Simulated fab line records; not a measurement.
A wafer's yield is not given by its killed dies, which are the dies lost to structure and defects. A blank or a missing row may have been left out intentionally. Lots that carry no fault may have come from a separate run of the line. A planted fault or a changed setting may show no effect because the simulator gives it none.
Which tool is to blame? -- flow sfq_line -- route of 325 steps, sampled at 1 step: 15 lots, 44 wafers

## WHAT THE GAUGES SHOWED, per wafer
No reading from a measuring or inspecting step in the record can be judged against a usual standard deviation.

## WHICH TOOL RAN EACH LOT (tool, then ch and the chambers of the sampled wafers, then the start)
lot,SFQ_TRILAYER_I2_DEP_PECVD_063
L886,"pecvd-04 ch 0,1, day 22 07:32"
L888,"pecvd-04 ch 0,1,2, day 23 20:07"
L889,"pecvd-04 ch 1,2, day 24 16:29"
L890,"pecvd-03 ch 0,2, day 24 20:05"
L891,"pecvd-03 ch 0,1,2, day 25 10:38"
L892,"pecvd-03 ch 1,2, day 25 20:13"
L893,"pecvd-03 ch 0,1, day 26 09:04"
L894,"pecvd-04 ch 0,1, day 26 19:37"
L896,"pecvd-01 ch 0,1,2, day 27 16:28"
L897,"pecvd-01 ch 0,1,2, day 28 08:04"
L898,"pecvd-04 ch 0,2, day 28 15:46"
L900,"pecvd-01 ch 0,2, day 29 17:22"
L901,"pecvd-01 ch 0,1,2, day 30 02:58"
L904,"pecvd-01 ch 0,2, day 30 12:25"
L909,"pecvd-04 ch 0,1, day 31 23:28"
- SFQ_TRILAYER_I2_DEP_PECVD_063: deposits SiO2 from SiH4/N2O, time 111.11 s, target thk 500 nm.

## AS READ BY THE TOOLS THEMSELVES (means over the sampled wafers that have a number; for cases with no such wafer, the mark the record gives instead)
SFQ_TRILAYER_I2_DEP_PECVD_063.
lot,tool,heater_power_w (W),run_length_s (s),throttle_valve_pct (%)
L886,pecvd-04,65,138.1,27.1
L888,pecvd-04,84,138.3,25.8
L889,pecvd-04,100,138.3,24.4
L890,pecvd-03,92,139.5,26.3
L891,pecvd-03,90,139.7,25.8
L892,pecvd-03,88,139.9,25.1
L893,pecvd-03,97,139.2,26.2
L894,pecvd-04,65,138.2,26.4
L896,pecvd-01,79,139.4,23.6
L897,pecvd-01,77,139.2,23.6
L898,pecvd-04,99,138.6,25.3
L900,pecvd-01,78,140.2,23.1
L901,pecvd-01,76,140.3,23.7
L904,pecvd-01,76,141.2,23.4
L909,pecvd-04,68,138.2,27.1

## THE ANSWER, worked out from the rows above alone
Rule: the usual values come from the lots themselves. The widest of any qualifying gaps counts: lots, ordered by their means at a reading, are off when they make up no more than a third of the lots, leave a main group of 4 or more, and stand apart from it by 3 or more times the standard deviation of that group's means. A main group is skipped when, at the precision printed for the reading in the tables above, its means are all equal. A lot without any number at a reading at which 4 lots or more have one is off too. Where the step has rows for the other lots, those lots are counted as sound. After the gauges, taken in route order, come the tools' own readings; for these a lot's mean is taken, as printed above. The first step at which some lot is off is used, and at that step the reading that is off furthest; a lot without a number counts as furthest.
Across all readings shown, no lot is off: no conclusion can be drawn from this.

## WHAT THE SIMULATOR PUT IN
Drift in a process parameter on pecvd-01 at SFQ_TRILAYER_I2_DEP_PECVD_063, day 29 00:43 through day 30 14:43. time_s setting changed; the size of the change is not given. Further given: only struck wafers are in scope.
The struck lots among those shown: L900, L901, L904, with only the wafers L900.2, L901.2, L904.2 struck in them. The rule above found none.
